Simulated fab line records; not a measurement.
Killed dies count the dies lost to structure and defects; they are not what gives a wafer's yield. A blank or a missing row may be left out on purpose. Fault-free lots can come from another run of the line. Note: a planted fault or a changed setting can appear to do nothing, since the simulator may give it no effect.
Which of the tools did it? + flow gf180mcu + 6 lots, 18 wafers sampled, at 2 steps of a route of 602

## WHAT THE GAUGES SHOWED, per wafer
GF_VT_IMPLANT_RS_MEAS_46: uses a four-point probe to measure.
| lot  | measured     | on            | MVSD_RS (ohm/sq)                    |
|------|--------------|---------------|-------------------------------------|
| L782 | day 7 20:01  | film-metro-04 | 463.1 463.3 461.9                   |
| L787 | day 9 08:27  | film-metro-02 | 461.9 461.1 462.4                   |
| L791 | day 10 10:55 | film-metro-04 | 451.2 450.9 450.7 451.1 450.6 450.4 |
| L797 | day 12 01:57 | film-metro-01 | 449.9 449.4 452.3 451.9 450.4 450.9 |
| L801 | day 13 11:31 | film-metro-02 | 462.0 462.6 462.8                   |
| L803 | day 13 14:49 | film-metro-01 | 462.8 462.4 463.8                   |

## EACH LOT AND THE TOOL THAT RAN IT (in order: tool; ch and the chambers of the sampled wafers; start)
| lot  | GF_MVSD_IMPLANT_09             |
|------|--------------------------------|
| L782 | implanter-04 ch 0, day 4 16:02 |
| L787 | implanter-01 ch 0, day 5 21:35 |
| L791 | implanter-04 ch 0, day 6 21:44 |
| L797 | implanter-04 ch 0, day 8 08:11 |
| L801 | implanter-02 ch 0, day 9 07:29 |
| L803 | implanter-01 ch 0, day 9 18:43 |
- GF_MVSD_IMPLANT_09

## THE ANSWER, worked out from the rows above alone
Rule: the lots themselves supply what counts as usual. Put in order of their means at a reading, lots are off if they are a third of the lots or fewer, leave a main group of 4 or more, and stand apart from it by a gap of 3 or more times the standard deviation of the main group's means; of several such gaps the widest counts. A main group whose means are all the same, to the digits that the tables above print for the reading, isn't used. A lot without any number at a reading at which 4 lots or more have one is off too. Any other lot the step has rows for is counted as sound.
Off: L791, L797, at GF_VT_IMPLANT_RS_MEAS_46 (MVSD_RS). For the main group the mean is 462.5 ohm/sq and the standard deviation 0.45.
If a tool, at a process step before that reading, ran all the lots that are off and no sound lot after the first of them, it fits. Gauges at GF_VT_IMPLANT_RS_MEAS_46: tried the same way as those tools. One fits: GF_MVSD_IMPLANT_09 on implanter-04. Its last sound lot is L782 (day 4 16:02), its first lot that is off L791 (day 6 21:44): a fault that began between those two fits.

## WHAT THE SIMULATOR PUT IN
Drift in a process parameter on implanter-04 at GF_MVSD_IMPLANT_09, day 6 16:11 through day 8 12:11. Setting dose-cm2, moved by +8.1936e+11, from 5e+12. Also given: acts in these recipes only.
Struck lots among those shown: L791, L797. This agrees with what the rule above found.
